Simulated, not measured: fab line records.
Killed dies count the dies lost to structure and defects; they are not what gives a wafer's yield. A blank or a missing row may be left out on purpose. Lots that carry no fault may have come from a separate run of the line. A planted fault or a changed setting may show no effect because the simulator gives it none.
fab line records	flow gf180mcu
[record] lots = 24	wafers = 72	last-day = 34
route steps=602 shown VT_IMPLANT@99 HV_LDD@214 V2@407 V4@478 V5@554 TOP_METAL@569
lots with no fault: from the same line, run without faults
start-h: start of the lot's first displayed wafer, in hours after the record's first day	wait-h: how many hours have passed since the lot's step before this one	" identical to the entry in the row above	L1.1+2: several wafers, shown together as one row	- no value, or no start given	* or withheld: withheld	< > ~ a bound
route shown NAME@n: a module of which the file shows steps, and the number in the route of the first	usual: mean/standard deviation taken from wafers without a fault	same: alike in all rows	chamber/n: place in a boat	sites: each site's reading	_std_site: the values' standard deviation	_edge_site: outer sites' mean less inner sites'	radius-mm: for every site, how far away it sits from the centre of the wafer	mask NAME#n: copy n	behind: the tool/chamber that last shaped the wafer	hold: cause of the lot's hold/its duration in hours/its outcome	device: transistor that didn't switch, given as n, p or np	end of line: the tests these same wafers got at the end of their route	a step without rows: its recipe alone	killed: not the wafer's yield, but the dies lost to structure and defects at the first sort	map: shows each die of a wafer: x if killed, . if not, _ if none is there
set.NAME: the run value of the setting; set.NAME@STEP: its run value at that earlier step	model.NAME: the simulator's own value behind a step, which no gauge read
route steps across a sampled set of lots; one table per step, one row per wafer
services: a tool's chamber out of use, with start hour (start-h, from the record's first day; less than 0 if before it), hours out, and reason
[[steps]]
[step GF_VT_IMPLANT_STRIP_09]
[recipe] chemistry = O2/N2	power-w = 1400	pressure-mtorr = 1500	platen-temp-c = 250	o2-flow-sccm = 3000	n2-flow-sccm = 300	overash-fraction = 0.5
[usual] chamber-pressure-mTorr = 1499.9/1.3	drypump-motor-current-A = 5.87/0.22	heater-power-w = 330/13	oes-product-au = 0.717/0.0044	platen-temp-c = 250.02/0.18	strip-time-to-endpoint-s = 12.62/0.042
lot.wafer	tool	chamber	start-h	wait-h	chamber-pressure-mTorr	drypump-motor-current-A	heater-power-w	oes-product-au	platen-temp-c	rf-hours-counter-h	strip-time-to-endpoint-s
L074.2	plasma-asher-04	0	111.86	0.1	1499.8	5.70	306	0.714	250.28	46	12.57
L074.5	"	1	"	"	1499.0	5.63	349	0.719	250.11	-	12.61
L074.6	"	0	"	"	1500.5	5.70	308	0.728	250.06	-	12.59
L075.2	plasma-asher-03	0	117.23	0.1	1501.1	5.88	327	0.715	250.09	46	12.62
L075.3	"	0	"	"	1499.7	5.85	322	0.717	250.00	-	12.65
L075.4	"	1	"	"	1501.4	6.16	339	0.714	249.91	-	12.62
L076.1	plasma-asher-03	1	123.33	0.1	1499.2	6.19	343	0.721	250.38	46	12.60
L076.4	"	1	"	"	1499.6	6.17	351	0.718	250.10	-	12.61
L076.5	"	1	"	"	1499.0	6.19	328	0.716	250.29	-	12.63
L077.2	plasma-asher-03	1	128.38	0.1	1500.5	6.20	334	0.714	249.95	47	12.61
L077.5	"	1	"	"	1500.5	6.22	335	0.715	250.16	-	12.66
L077.6	"	0	"	"	1498.6	5.82	326	0.713	249.78	-	12.60
L078.1	plasma-asher-03	0	134.73	0.1	1498.2	5.85	323	0.716	249.88	48	12.58
L078.3	"	0	"	"	1501.1	5.86	330	0.716	250.16	-	12.59
L078.5	"	0	"	"	1500.8	5.88	321	0.718	249.78	-	12.56
L079.2	plasma-asher-04	0	144.63	0.1	1500.6	5.69	314	0.714	250.56	50	12.58
L079.3	"	0	"	"	1497.1	5.70	318	0.723	250.53	-	12.59
L079.4	"	1	"	"	1500.2	5.61	333	0.711	250.02	-	12.61
L080.2	plasma-asher-02	1	147.33	0.1	1498.7	6.10	316	0.717	249.63	38	12.63
L080.3	"	0	"	"	1499.2	5.60	344	0.715	250.09	-	12.62
L080.4	"	1	"	"	1498.7	6.06	318	0.709	250.00	-	12.63
L081.2	plasma-asher-02	0	154.63	0.1	1500.3	5.60	353	0.720	250.04	38	12.59
L081.4	"	0	"	"	1501.6	5.59	351	0.709	250.24	-	12.58
L081.6	"	1	"	"	1501.9	6.04	314	0.717	250.06	-	12.60
L082.1	plasma-asher-04	1	162.18	0.1	1499.4	5.59	341	0.719	249.99	51	12.65
L082.4	"	0	"	"	1498.9	5.69	312	0.716	249.69	-	12.64
L082.6	"	1	"	"	1500.0	5.60	347	0.720	250.02	-	12.65
L083.1	plasma-asher-02	1	166.68	0.1	1499.3	6.09	310	0.714	250.19	40	12.61
L083.2	"	0	"	"	1500.8	5.58	357	0.710	250.16	40	12.57
L083.6	"	1	"	"	1499.9	6.08	308	0.718	250.06	-	12.58
L084.3	plasma-asher-04	0	178.76	0.1	1501.7	5.71	310	0.721	250.07	-	12.66
L084.4	"	1	"	"	1499.4	5.61	332	0.712	250.14	-	12.67
L084.6	"	0	"	"	1503.4	5.70	316	0.714	249.86	-	12.67
L085.2	plasma-asher-03	0	180.01	0.1	1500.1	5.83	328	0.714	250.08	52	12.59
L085.3	"	0	"	"	1502.4	5.87	331	0.721	249.96	-	12.60
L085.6	"	0	"	"	1501.8	5.83	332	0.718	250.28	-	12.55
L086.2	plasma-asher-03	1	185.31	0.1	1499.4	6.16	337	0.724	250.09	53	12.63
L086.5	"	0	"	"	1500.0	5.83	321	0.716	249.98	-	12.61
L086.6	"	1	"	"	1499.1	6.15	347	0.720	250.26	-	12.62
L087.2	plasma-asher-02	1	190.73	0.1	1499.7	6.08	314	0.723	249.76	42	12.72
L087.5	"	0	"	"	1502.7	5.60	347	0.716	250.07	-	12.72
L087.6	"	1	"	"	1500.4	6.04	310	0.718	250.12	-	12.72
L088.1	plasma-asher-04	0	195.98	0.1	1501.7	5.71	308	0.720	249.94	55	12.65
L088.3	"	0	"	"	1501.0	5.69	325	0.718	249.93	-	12.63
L088.5	"	1	"	"	1501.0	5.59	341	0.717	250.33	-	12.64
L089.2	plasma-asher-03	1	203.53	0.1	1500.5	6.13	336	0.722	250.02	55	12.67
L089.4	"	0	"	"	1500.3	5.86	330	0.721	250.00	-	12.64
L089.6	"	1	"	"	1499.0	6.16	336	0.717	250.07	-	12.62
L090.1	plasma-asher-02	0	208.76	0.1	1498.8	5.60	347	0.718	250.25	44	12.61
L090.4	"	1	"	"	1499.4	6.07	310	0.716	249.99	-	12.60
L090.6	"	0	"	"	1498.9	5.59	349	0.729	250.27	-	12.63
L091.1	plasma-asher-03	0	214.73	0.1	1498.8	5.86	323	0.713	249.78	56	12.59
L091.4	"	1	"	"	1499.0	6.19	335	0.716	250.12	-	12.61
L091.5	"	0	"	"	1499.7	5.83	333	0.722	249.85	-	12.62
L092.2	plasma-asher-03	0	220.43	0.1	1501.1	5.85	325	0.717	250.05	57	12.60
L092.3	"	0	"	"	1500.0	5.83	313	0.709	249.88	-	12.60
L092.4	"	1	"	"	1498.2	6.15	342	0.716	250.05	-	12.65
L093.1	plasma-asher-03	1	228.72	0.1	1500.8	6.17	341	0.707	249.90	58	12.63
L093.2	"	0	"	"	1498.3	5.78	327	0.717	250.16	58	12.62
L093.6	"	1	"	"	1501.3	6.18	338	0.711	249.94	-	12.59
L094.2	plasma-asher-02	1	236.03	0.1	1500.3	6.07	310	0.716	249.94	45	12.53
L094.4	"	1	"	"	1500.9	6.05	307	0.709	249.73	-	12.58
L094.5	"	0	"	"	1500.1	5.62	348	0.722	249.92	-	12.56
L095.4	plasma-asher-03	0	243.29	0.1	1498.3	5.81	323	0.707	250.03	-	12.66
L095.5	"	0	"	"	1501.6	5.79	316	0.712	250.07	-	12.59
L095.6	"	1	"	"	1499.2	6.16	338	0.717	249.94	-	12.61
L096.1	plasma-asher-03	1	248.22	0.1	1497.9	6.15	337	0.716	249.65	60	12.58
L096.3	"	1	"	"	1498.9	6.17	336	0.718	249.81	-	12.57
L096.4	"	0	"	"	1497.4	5.78	320	0.718	249.89	-	12.53
L097.1	plasma-asher-04	1	253.57	0.1	1500.9	5.60	343	0.718	249.90	60	12.66
L097.2	"	0	"	"	1499.9	5.70	322	0.721	250.04	60	12.72
L097.3	"	1	"	"	1501.6	5.60	342	0.714	249.98	-	12.69
[step GF_HV_LDD_TW_MEAS_38]
[usual] HV_LDD_3_TW = 1441/6.1
lot.wafer	tool	chamber	start-h	wait-h	HV_LDD_3_TW
L074.2	film-metro-03	-	253.21	0.1	1442
L074.5	"	-	"	"	1439
L074.6	"	-	"	"	1441
L075.2	film-metro-04	-	259.30	0.1	1448
L075.3	"	-	"	"	1447
L075.4	"	-	"	"	1448
L076.1	film-metro-02	-	267.80	0.1	1441
L076.4	"	-	"	"	1447
L076.5	"	-	"	"	1437
L077.2	film-metro-02	-	272.90	0.1	1445
L077.5	"	-	"	"	1450
L077.6	"	-	"	"	1439
L078.1	film-metro-03	-	282.43	0.1	1441
L078.3	"	-	"	"	1435
L078.5	"	-	"	"	1435
L079.2	film-metro-03	-	296.20	0.1	1417
L079.3	"	-	"	"	1445
L079.4	"	-	"	"	1431
L080.2	film-metro-02	-	300.80	0.1	1442
L080.3	"	-	"	"	1437
L080.4	"	-	"	"	1443
L081.2	film-metro-02	-	310.25	0.1	1451
L081.4	"	-	"	"	1436
L081.6	"	-	"	"	1439
L082.1	film-metro-03	-	317.95	0.1	1444
L082.4	"	-	"	"	1442
L082.6	"	-	"	"	1445
L083.1	film-metro-04	-	322.66	0.1	1445
L083.2	"	-	"	"	1447
L083.6	"	-	"	"	1443
L084.3	film-metro-04	-	338.87	0.1	1455
L084.4	"	-	"	"	1438
L084.6	"	-	"	"	1442
L085.2	film-metro-03	-	342.67	0.1	1442
L085.3	"	-	"	"	1443
L085.6	"	-	"	"	1446
L086.2	film-metro-03	-	346.07	0.1	1444
L086.5	"	-	"	"	1447
L086.6	"	-	"	"	1444
L087.2	film-metro-04	-	353.85	0.1	1443
L087.5	"	-	"	"	1446
L087.6	"	-	"	"	1441
L088.1	film-metro-03	-	362.39	0.1	1433
L088.3	"	-	"	"	1436
L088.5	"	-	"	"	1434
L089.2	film-metro-04	-	370.41	0.1	1449
L089.4	"	-	"	"	1460
L089.6	"	-	"	"	1445
L090.1	film-metro-03	-	376.96	0.1	1435
L090.4	"	-	"	"	1439
L090.6	"	-	"	"	1430
L091.1	film-metro-02	-	382.64	0.1	1443
L091.4	"	-	"	"	1432
L091.5	"	-	"	"	1433
L092.2	film-metro-04	-	392.11	0.1	1439
L092.3	"	-	"	"	1437
L092.4	"	-	"	"	1448
L093.1	film-metro-02	-	404.26	0.1	1437
L093.2	"	-	"	"	1441
L093.6	"	-	"	"	1438
L094.2	film-metro-02	-	413.12	0.1	1449
L094.4	"	-	"	"	1446
L094.5	"	-	"	"	1447
L095.4	film-metro-04	-	419.32	0.1	1442
L095.5	"	-	"	"	1439
L095.6	"	-	"	"	1439
L096.1	film-metro-04	-	430.01	0.1	1439
L096.3	"	-	"	"	1439
L096.4	"	-	"	"	1446
L097.1	film-metro-03	-	432.84	0.1	1437
L097.2	"	-	"	"	1434
L097.3	"	-	"	"	1441
[step GF_V2_THK_MEAS_25]
[recipe] thk-meas-gauge = xrf	reads = W_of_V2_CVD_23
[usual] V2_W_THK = 350/7.9
lot.wafer	tool	chamber	start-h	wait-h	V2_W_THK[nm]
L074.2	film-metro-02	-	461.46	0.1	360
L074.5	"	-	"	"	358
L074.6	"	-	"	"	362
L075.2	film-metro-04	-	469.50	0.1	348
L075.3	"	-	"	"	355
L075.4	"	-	"	"	355
L076.1	film-metro-03	-	479.24	0.1	353
L076.4	"	-	"	"	349
L076.5	"	-	"	"	345
L077.2	film-metro-04	-	485.56	0.1	340
L077.5	"	-	"	"	338
L077.6	"	-	"	"	339
L078.1	film-metro-02	-	499.03	0.1	357
L078.3	"	-	"	"	353
L078.5	"	-	"	"	353
L079.2	film-metro-04	-	514.27	0.1	349
L079.3	"	-	"	"	349
L079.4	"	-	"	"	356
L080.2	film-metro-03	-	521.56	0.1	349
L080.3	"	-	"	"	350
L080.4	"	-	"	"	355
L081.2	film-metro-03	-	530.26	0.1	344
L081.4	"	-	"	"	337
L081.6	"	-	"	"	339
L082.1	film-metro-03	-	539.44	0.1	358
L082.4	"	-	"	"	359
L082.6	"	-	"	"	362
L083.1	film-metro-02	-	543.39	0.1	348
L083.2	"	-	"	"	351
L083.6	"	-	"	"	346
L084.3	film-metro-02	-	561.93	0.1	350
L084.4	"	-	"	"	359
L084.6	"	-	"	"	351
L085.2	film-metro-03	-	565.04	0.1	351
L085.3	"	-	"	"	356
L085.6	"	-	"	"	365
L086.2	film-metro-03	-	568.47	0.1	360
L086.5	"	-	"	"	347
L086.6	"	-	"	"	355
L087.2	film-metro-03	-	574.84	0.1	341
L087.5	"	-	"	"	347
L087.6	"	-	"	"	350
L088.1	film-metro-04	-	583.15	0.1	351
L088.3	"	-	"	"	359
L088.5	"	-	"	"	353
L089.2	film-metro-02	-	592.64	0.1	335
L089.4	"	-	"	"	338
L089.6	"	-	"	"	345
L090.1	film-metro-03	-	595.43	0.1	362
L090.4	"	-	"	"	361
L090.6	"	-	"	"	352
L091.1	film-metro-03	-	601.88	0.1	336
L091.4	"	-	"	"	342
L091.5	"	-	"	"	339
L092.2	film-metro-03	-	612.02	0.1	341
L092.3	"	-	"	"	340
L092.4	"	-	"	"	340
L093.1	film-metro-03	-	622.04	0.1	336
L093.2	"	-	"	"	337
L093.6	"	-	"	"	339
L094.2	film-metro-04	-	629.06	0.1	340
L094.4	"	-	"	"	339
L094.5	"	-	"	"	340
L095.4	film-metro-04	-	637.03	0.1	361
L095.5	"	-	"	"	365
L095.6	"	-	"	"	358
L096.1	film-metro-04	-	645.93	0.1	346
L096.3	"	-	"	"	347
L096.4	"	-	"	"	343
L097.1	film-metro-02	-	646.58	0.1	356
L097.2	"	-	"	"	363
L097.3	"	-	"	"	359
[step GF_V4_CVD_02]
[recipe] material = SiO2	target-thk-nm = 850	precursor = TEOS	temp-c = 400	time-s = 94.851	rf-w = 600
[usual] heater-power-w = 642/100
lot.wafer	tool	chamber	start-h	wait-h	heater-power-w	since-wet-clean-h
L074.2	pecvd-04	0	537.39	0.0	793	155
L074.5	"	2	"	"	772	-
L074.6	"	1	"	"	647	-
L075.2	pecvd-03	0	544.14	0.0	584	370
L075.3	"	1	"	"	633	370
L075.4	"	1	"	"	654	-
L076.1	pecvd-03	1	553.15	0.1	623	379
L076.4	"	2	"	"	588	-
L076.5	"	0	"	"	472	-
L077.2	pecvd-02	2	558.65	0.0	676	801
L077.5	"	0	"	"	645	-
L077.6	"	2	"	"	547	-
L078.1	pecvd-03	0	572.12	0.1	590	398
L078.3	"	2	"	"	518	398
L078.5	"	1	"	"	654	-
L079.2	pecvd-03	2	585.84	0.0	598	411
L079.3	"	1	"	"	543	411
L079.4	"	0	"	"	542	-
L080.2	pecvd-03	0	593.20	0.0	515	419
L080.3	"	2	"	"	613	419
L080.4	"	0	"	"	567	-
L081.2	pecvd-04	0	601.19	0.0	756	218
L081.4	"	0	"	"	816	-
L081.6	"	1	"	"	635	-
L082.1	pecvd-04	1	610.14	0.1	533	227
L082.4	"	2	"	"	739	-
L082.6	"	0	"	"	773	-
L083.1	pecvd-03	2	612.16	0.1	545	438
L083.2	"	0	"	"	593	438
L083.6	"	2	"	"	598	-
L084.3	pecvd-03	2	629.93	0.0	585	455
L084.4	"	2	"	"	608	-
L084.6	"	1	"	"	527	-
L085.2	pecvd-04	2	633.00	0.0	819	250
L085.3	"	0	"	"	807	250
L085.6	"	2	"	"	661	-
L086.2	pecvd-03	0	636.49	0.0	512	462
L086.5	"	2	"	"	568	-
L086.6	"	0	"	"	556	-
L087.2	pecvd-04	0	641.47	0.0	797	259
L087.5	"	1	"	"	663	-
L087.6	"	0	"	"	648	-
L088.1	pecvd-04	2	649.26	0.1	805	266
L088.3	"	0	"	"	793	266
L088.5	"	2	"	"	850	-
L089.2	pecvd-04	0	658.78	0.0	735	276
L089.4	"	2	"	"	803	-
L089.6	"	1	"	"	627	-
L090.1	pecvd-04	2	661.15	0.1	752	278
L090.4	"	2	"	"	806	-
L090.6	"	0	"	"	802	-
L091.1	pecvd-02	2	667.00	0.1	670	62
L091.4	"	1	"	"	468	-
L091.5	"	0	"	"	810	-
L092.2	pecvd-04	1	676.78	0.0	562	294
L092.3	"	2	"	"	827	294
L092.4	"	2	"	"	670	-
L093.1	pecvd-03	1	685.70	0.1	532	511
L093.2	"	0	"	"	483	511
L093.6	"	0	"	"	546	-
L094.2	pecvd-04	1	691.61	0.0	569	309
L094.4	"	2	"	"	825	-
L094.5	"	0	"	"	644	-
L095.4	pecvd-02	0	700.30	0.1	815	-
L095.5	"	1	"	"	474	-
L095.6	"	2	"	"	659	-
L096.1	pecvd-03	2	706.31	0.1	561	532
L096.3	"	0	"	"	606	532
L096.4	"	1	"	"	618	-
L097.1	pecvd-02	1	706.56	0.1	599	101
L097.2	"	2	"	"	651	101
L097.3	"	0	"	"	725	101
[step GF_V5_CD_MEAS_14]
[recipe] target-cd-nm = 260
[usual] cd-nm = 260.3/1.6
lot.wafer	tool	chamber	start-h	wait-h	cd-nm
L074.2	cd-sem-02	-	627.91	0.1	258.8
L074.5	"	-	"	"	257.5
L074.6	"	-	"	"	256.5
L075.2	cd-sem-02	-	633.08	0.1	262.0
L075.3	"	-	"	"	263.9
L075.4	"	-	"	"	262.4
L076.1	cd-sem-02	-	640.86	0.1	263.0
L076.4	"	-	"	"	262.9
L076.5	"	-	"	"	261.1
L077.2	cd-sem-01	-	646.28	0.1	260.6
L077.5	"	-	"	"	261.1
L077.6	"	-	"	"	261.2
L078.1	cd-sem-02	-	658.34	0.1	261.5
L078.3	"	-	"	"	261.8
L078.5	"	-	"	"	261.9
L079.2	cd-sem-01	-	670.51	0.1	264.7
L079.3	"	-	"	"	263.9
L079.4	"	-	"	"	262.9
L080.2	cd-sem-01	-	678.06	0.1	260.6
L080.3	"	-	"	"	260.6
L080.4	"	-	"	"	259.5
L081.2	cd-sem-01	-	684.06	0.1	259.4
L081.4	"	-	"	"	260.4
L081.6	"	-	"	"	260.6
L082.1	cd-sem-02	-	692.55	0.1	258.7
L082.4	"	-	"	"	259.4
L082.6	"	-	"	"	260.5
L083.1	cd-sem-02	-	695.09	0.1	261.3
L083.2	"	-	"	"	260.9
L083.6	"	-	"	"	260.8
L084.3	cd-sem-02	-	711.30	0.1	259.6
L084.4	"	-	"	"	259.2
L084.6	"	-	"	"	260.4
L085.2	cd-sem-02	-	713.06	0.1	259.5
L085.3	"	-	"	"	258.6
L085.6	"	-	"	"	260.0
L086.2	cd-sem-01	-	716.92	0.1	259.6
L086.5	"	-	"	"	259.2
L086.6	"	-	"	"	259.5
L087.2	cd-sem-01	-	722.28	0.1	257.3
L087.5	"	-	"	"	258.4
L087.6	"	-	"	"	257.8
L088.1	cd-sem-02	-	726.16	0.1	261.9
L088.3	"	-	"	"	261.1
L088.5	"	-	"	"	261.8
L089.2	cd-sem-01	-	737.98	0.1	259.9
L089.4	"	-	"	"	260.8
L089.6	"	-	"	"	259.1
L090.1	cd-sem-01	-	738.44	0.1	258.9
L090.4	"	-	"	"	259.6
L090.6	"	-	"	"	259.7
L091.1	cd-sem-02	-	742.76	0.1	258.3
L091.4	"	-	"	"	258.9
L091.5	"	-	"	"	258.9
L092.2	cd-sem-02	-	751.58	0.1	259.9
L092.3	"	-	"	"	260.3
L092.4	"	-	"	"	260.4
L093.1	cd-sem-02	-	760.21	0.1	261.7
L093.2	"	-	"	"	261.5
L093.6	"	-	"	"	260.0
L094.2	cd-sem-01	-	763.51	0.1	260.1
L094.4	"	-	"	"	260.8
L094.5	"	-	"	"	260.9
L095.4	cd-sem-02	-	773.07	0.1	260.3
L095.5	"	-	"	"	260.5
L095.6	"	-	"	"	259.3
L096.1	cd-sem-01	-	778.14	0.1	260.2
L096.3	"	-	"	"	258.3
L096.4	"	-	"	"	260.3
L097.1	cd-sem-02	-	778.21	0.1	258.0
L097.2	"	-	"	"	258.6
L097.3	"	-	"	"	257.9
[step GF_TOP_METAL_SPUTTER_02]
[recipe] material = AlCu	target-thk-nm = 900	power-w = 10600	chamber-pressure-pa = 0.3	substrate-temp-c = 250	gas = Ar	time-s = 47.82
[usual] throttle-valve-pct = 29.7/0.88
lot.wafer	tool	chamber	start-h	wait-h	throttle-valve-pct
L074.2	pvd-sputter-02	-	629.84	0.0	28.6
L074.5	"	-	"	"	28.5
L074.6	"	-	"	"	30.2
L075.2	pvd-sputter-02	-	634.79	0.0	30.1
L075.3	"	-	"	"	28.5
L075.4	"	-	"	"	28.4
L076.1	pvd-sputter-01	-	642.59	0.0	30.2
L076.4	"	-	"	"	30.3
L076.5	"	-	"	"	32.0
L077.2	pvd-sputter-04	-	647.97	0.0	30.0
L077.5	"	-	"	"	29.4
L077.6	"	-	"	"	29.3
L078.1	pvd-sputter-01	-	660.03	0.0	30.7
L078.3	"	-	"	"	30.3
L078.5	"	-	"	"	30.2
L079.2	pvd-sputter-01	-	672.16	0.0	30.2
L079.3	"	-	"	"	29.2
L079.4	"	-	"	"	30.2
L080.2	pvd-sputter-02	-	679.81	0.0	28.2
L080.3	"	-	"	"	30.3
L080.4	"	-	"	"	28.8
L081.2	pvd-sputter-02	-	685.85	0.0	28.6
L081.4	"	-	"	"	30.2
L081.6	"	-	"	"	28.6
L082.1	pvd-sputter-01	-	694.33	0.0	30.0
L082.4	"	-	"	"	29.3
L082.6	"	-	"	"	30.2
L083.1	pvd-sputter-02	-	696.82	0.0	28.6
L083.2	"	-	"	"	30.3
L083.6	"	-	"	"	29.8
L084.3	pvd-sputter-02	-	712.93	0.0	28.8
L084.4	"	-	"	"	30.3
L084.6	"	-	"	"	29.9
L085.2	pvd-sputter-04	-	714.70	0.0	28.9
L085.3	"	-	"	"	29.3
L085.6	"	-	"	"	29.7
L086.2	pvd-sputter-01	-	718.67	0.0	30.2
L086.5	"	-	"	"	31.7
L086.6	"	-	"	"	30.2
L087.2	pvd-sputter-02	-	724.04	0.0	28.8
L087.5	"	-	"	"	28.7
L087.6	"	-	"	"	28.4
L088.1	pvd-sputter-02	-	727.83	0.0	30.1
L088.3	"	-	"	"	30.1
L088.5	"	-	"	"	30.0
L089.2	pvd-sputter-04	-	739.97	0.0	29.4
L089.4	"	-	"	"	29.8
L089.6	"	-	"	"	29.4
L090.1	pvd-sputter-01	-	740.19	0.0	30.0
L090.4	"	-	"	"	31.6
L090.6	"	-	"	"	30.2
L091.1	pvd-sputter-04	-	744.52	0.0	29.6
L091.4	"	-	"	"	29.3
L091.5	"	-	"	"	29.7
L092.2	pvd-sputter-02	-	753.57	0.0	30.1
L092.3	"	-	"	"	30.0
L092.4	"	-	"	"	30.0
L093.1	pvd-sputter-04	-	762.22	0.0	29.8
L093.2	"	-	"	"	29.3
L093.6	"	-	"	"	29.8
L094.2	pvd-sputter-02	-	765.18	0.0	30.1
L094.4	"	-	"	"	29.0
L094.5	"	-	"	"	30.2
L095.4	pvd-sputter-02	-	774.74	0.0	30.0
L095.5	"	-	"	"	28.7
L095.6	"	-	"	"	30.1
L097.1	pvd-sputter-04	-	779.88	0.0	29.4
L097.2	"	-	"	"	29.2
L097.3	"	-	"	"	29.7
L096.1	pvd-sputter-02	-	780.18	0.0	29.1
L096.3	"	-	"	"	30.4
L096.4	"	-	"	"	30.2
[[services]]
tool	chamber	start-h	hours	kind
pecvd-04	0	95.93	12.9	repair
pvd-sputter-02	-	114.20	12.3	repair
pecvd-04	-	119.78	0.9	repair
pecvd-03	-	126.94	0.7	repair
pecvd-03	-	160.62	14.0	pm
pvd-sputter-02	-	169.44	1.5	repair
pecvd-04	-	186.73	2.8	pm
pecvd-04	-	195.38	6.0	pm
pvd-sputter-02	-	247.39	5.5	repair
pecvd-03	2	264.16	18.5	repair
pvd-sputter-02	-	285.48	38.4	repair
pvd-sputter-02	-	292.51	14.4	repair
plasma-asher-03	-	293.37	0.3	repair
pecvd-03	1	306.56	10.2	repair
pecvd-04	0	317.28	3.1	repair
pecvd-04	-	330.64	1.1	repair
plasma-asher-03	-	355.53	1.5	repair
pvd-sputter-02	-	381.10	1.7	repair
pvd-sputter-02	-	394.85	4.6	repair
pvd-sputter-02	-	407.13	5.5	repair
plasma-asher-03	-	430.27	4.6	repair
pvd-sputter-02	-	697.51	4.8	repair
plasma-asher-03	-	717.22	3.5	repair
plasma-asher-03	-	733.75	9.0	pm
[[key]]
fault none
